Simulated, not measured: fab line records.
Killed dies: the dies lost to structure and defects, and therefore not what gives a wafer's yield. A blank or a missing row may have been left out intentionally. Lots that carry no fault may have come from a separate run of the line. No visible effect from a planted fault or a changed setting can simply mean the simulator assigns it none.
Chamber matching || flow gf180mcu || cmp-02 running GF_V1_CMP_04: 4 sister chambers
The step polishes SiO2. 4 wafers are shown with their chamber, then 7 later ones without.

== WAFERS WITH THEIR CHAMBER ==
{"wafer": "L621.6", "chamber": 0, "motor current A (A)": 13.0}
{"wafer": "L624.1", "chamber": 1, "motor current A (A)": 13.9}
{"wafer": "L624.4", "chamber": 2, "motor current A (A)": 13.7}
{"wafer": "L629.5", "chamber": 3, "motor current A (A)": 11.9}

== WAFERS WITH NO CHAMBER GIVEN ==
{"wafer": "L629.6", "motor current A (A)": 13.5}
{"wafer": "L639.1", "motor current A (A)": 14.0}
{"wafer": "L639.2", "motor current A (A)": 14.3}
{"wafer": "L639.3", "motor current A (A)": 13.9}
{"wafer": "L640.4", "motor current A (A)": 14.7}
{"wafer": "L640.5", "motor current A (A)": 12.0}
{"wafer": "L640.6", "motor current A (A)": 13.1}

== EACH ONE'S CHAMBER ==
{"wafer": "L629.6", "from the rows above": "can't be placed: 2 or 1 or 0", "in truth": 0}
{"wafer": "L639.1", "from the rows above": "can't be placed: 1 or 2", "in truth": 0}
{"wafer": "L639.2", "from the rows above": "can't be placed: 1 or 2", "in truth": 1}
{"wafer": "L639.3", "from the rows above": "can't be placed: 1 or 2", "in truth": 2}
{"wafer": "L640.4", "from the rows above": "can't be placed: 1 or 2", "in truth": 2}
{"wafer": "L640.5", "from the rows above": 3, "in truth": 3}
{"wafer": "L640.6", "from the rows above": "can't be placed: 0 or 2 or 1", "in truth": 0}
1 of 7 placed correctly. Unplaceable from these rows: 6, with the true chamber sitting among the candidates in 5. Wrongly placed: 0.
How it was worked out, from the rows above alone: a wafer's distance from a chamber is the root of the sum, over the readings, of the square of ((its reading less the chamber's mean) divided by the reading's scatter). If the next closest chamber is less than 2 further off than the closest, the wafer can't be placed; otherwise it belongs to the closest. For every chamber, the mean is computed from those of its wafers that are shown. The scatter (one wafer shown for each chamber): square how far every hidden wafer sits from the nearest shown wafer, average those squares and take the square root.
